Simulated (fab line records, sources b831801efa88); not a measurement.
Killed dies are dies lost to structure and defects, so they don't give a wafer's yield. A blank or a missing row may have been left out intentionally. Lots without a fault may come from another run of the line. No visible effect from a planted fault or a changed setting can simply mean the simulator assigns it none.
A lot that was struck, set against a sound lot || flow sky130 || 43 steps out of a route of 708
Sound: the wafers L361.2, L361.4, L361.5. Struck: wafer L377.1. (L377.5 of the same lot was not struck and is left out.) The cause comes at the end.
Each step with rows lists, per side, the tool, then ch with its chambers, then its first start. Under that, the readings that differ: sound wafers || struck wafers || difference of the means || sigmas: that difference in standard deviations of wafers without a fault.
alike: a reading whose means differ by less than 2 such deviations, as well as words and numbers matching on both sides. not compared: withheld readings; readings where some wafer has no value; bounds like >300 that might hide an equal value; numbers whose values overlap and for which the record gives no deviation.
A row with sigmas, a row that says differs or no value, or rows on one side alone: a step with any of these is where the two part. When numbers do not overlap yet have no deviation, they are printed without sigmas and do not part them. A reading missing from all wafers of one side parts the sides only when that side holds two or more wafers.

first, 1 step without rows for these wafers: SKY_LDD_N_IMPLANT_15.
SKY_LDD_N_STRIP_16: strips in O2/N2.
  sound on plasmaAsher-03 ch 1, day 18 08:35; struck on plasmaAsher-01 ch 0, day 24 10:41
  alike: drypumpMotorCurrentA, oesProductAu, stripTimeToEndpointS
  not compared: rfHoursCounterH
SKY_LDD_N_TW_MEAS_17:
  sound on filmMetro-01 at day 18 08:42; struck on filmMetro-04 at day 24 10:47
  alike: LDD_N_TW
then, 7 steps without rows for these wafers: SKY_LDD_P_DEHYDRATE_00 (time 60 s); SKY_LDD_P_HMDS_01 (prime time 60 s); SKY_LDD_P_COAT_02 (resist thk 1140 nm); SKY_LDD_P_SOFTBAKE_03 (time 60 s); SKY_LDD_P_EXPOSE_04 (exposes mask PSDM, target cd 380 nm); SKY_LDD_P_PEB_05; SKY_LDD_P_DEVELOP_06 (develop time 60 s).
SKY_LDD_P_CD_MEAS_07: target cd 380 nm.
  sound on cdSem-02 at day 19 15:20; struck on cdSem-02 at day 25 15:32
  alike: cdNm
SKY_LDD_P_OVL_MEAS_08:
  sound on overlay-01 at day 19 15:26; struck on overlay-02 at day 25 15:40
  alike: LDD_P_OVL
SKY_LDD_P_IMPLANT_09:
  sound on implanter-04 ch 0, day 19 15:29; struck on implanter-04 ch 0, day 25 15:42
SKY_LDD_P_STRIP_10: strips in O2/N2.
  sound on plasmaAsher-02 ch 0,1, day 19 15:37; struck on plasmaAsher-02 ch 1, day 25 15:51
  alike: drypumpMotorCurrentA, oesProductAu, stripTimeToEndpointS
  not compared: rfHoursCounterH
SKY_LDD_P_TW_MEAS_11:
  sound on filmMetro-04 at day 19 15:44; struck on filmMetro-01 at day 25 15:57
{"reading": "LDD_P_TW", "sound": "638 638 637", "struck": 628, "difference": -10, "sigmas": -2}
then, 7 steps without rows for these wafers: SKY_LDD_HVN_DEHYDRATE_00 (time 60 s); SKY_LDD_HVN_HMDS_01 (prime time 60 s); SKY_LDD_HVN_COAT_02 (resist thk 300 nm); SKY_LDD_HVN_SOFTBAKE_03 (time 60 s); SKY_LDD_HVN_EXPOSE_04 (exposes mask HVNTM, target cd 700 nm); SKY_LDD_HVN_PEB_05; SKY_LDD_HVN_DEVELOP_06 (develop time 60 s).
SKY_LDD_HVN_OVL_MEAS_07:
  sound on overlay-02 at day 20 21:33; struck on overlay-02 at day 26 21:37
  alike: LDD_HVN_OVL
following that, these wafers have no rows for 1 step: SKY_LDD_HVN_IMPLANT_08.
SKY_LDD_HVN_STRIP_09: strips in O2/N2.
  sound on plasmaAsher-03 ch 0,1, day 20 21:44; struck on plasmaAsher-02 ch 1, day 26 21:47
  alike: drypumpMotorCurrentA, oesProductAu, stripTimeToEndpointS
  not compared: rfHoursCounterH
SKY_LDD_HVN_TW_MEAS_10:
  sound on filmMetro-04 at day 20 21:50; struck on filmMetro-04 at day 26 21:53
  alike: LDD_HVN_TW
then, 7 steps without rows for these wafers: SKY_LDD_HVP_DEHYDRATE_00 (time 60 s); SKY_LDD_HVP_HMDS_01 (prime time 60 s); SKY_LDD_HVP_COAT_02 (resist thk 300 nm); SKY_LDD_HVP_SOFTBAKE_03 (time 60 s); SKY_LDD_HVP_EXPOSE_04 (exposes mask HVPTM, target cd 700 nm); SKY_LDD_HVP_PEB_05; SKY_LDD_HVP_DEVELOP_06 (develop time 60 s).
SKY_LDD_HVP_OVL_MEAS_07:
  sound on overlay-02 at day 22 04:22; struck on overlay-02 at day 28 02:58
  alike: LDD_HVP_OVL
following that, these wafers have no rows for 1 step: SKY_LDD_HVP_IMPLANT_08.
SKY_LDD_HVP_STRIP_09: strips in O2/N2.
  sound on plasmaAsher-03 ch 0,1, day 22 04:32; struck on plasmaAsher-02 ch 0, day 28 03:08
  alike: drypumpMotorCurrentA, oesProductAu, stripTimeToEndpointS
  not compared: rfHoursCounterH
SKY_LDD_HVP_TW_MEAS_10:
  sound on filmMetro-01 at day 22 04:39; struck on filmMetro-01 at day 28 03:14
  alike: LDD_HVP_TW
then, 5 steps without rows for these wafers: SKY_LDD_LDN_DEHYDRATE_00 (time 60 s); SKY_LDD_LDN_HMDS_01 (prime time 60 s); SKY_LDD_LDN_COAT_02 (resist thk 1140 nm); SKY_LDD_LDN_SOFTBAKE_03 (time 60 s); SKY_LDD_LDN_EXPOSE_04 (exposes mask LDNTM, target cd 700 nm).
-- a jump in the record: the struck wafers' starts before and after are 22 days apart (it breaks off in module LDD_LDN and resumes in module PAD_OPEN, where the first step shown is number 708 of the route) --
SKY_PAD_OPEN_PROBE_99:
  sound on prober-02 at day 46 01:53; struck on prober-02 at day 49 22:19
{"reading": "killed_at_M4_up", "sound": "5 3 5", "struck": 0, "difference": -4, "sigmas": -3}
{"reading": "model.etest.tipP.rsOhmSqRange", "sound": "204.1 258.5 282.4", "struck": 2035, "difference": "+1787", "sigmas": ""}
{"reading": "model.etest.tipP.rsOhmSqRimLessCentre", "sound": "141.9 205.5 111.5", "struck": 585.8, "difference": "+432.8", "sigmas": ""}
{"reading": "model.etest.pfet_01v8.vtVRange", "sound": "0.01316 0.01194 0.01163", "struck": 0.02886, "difference": "+0.01662", "sigmas": ""}
  alike: killed_at_M0_to_M3, killedAtContacts, killedAtFrontEnd, killedAtOther, killedDies, killedOpen, killedShort
  not compared: model.etest.pfet_01v8.driveUaUmRange

== WHERE THEY PART ==
At SKY_LDD_P_TW_MEAS_11 first; at SKY_PAD_OPEN_PROBE_99 last (within this record only).

WHY: whatever the simulator had introduced
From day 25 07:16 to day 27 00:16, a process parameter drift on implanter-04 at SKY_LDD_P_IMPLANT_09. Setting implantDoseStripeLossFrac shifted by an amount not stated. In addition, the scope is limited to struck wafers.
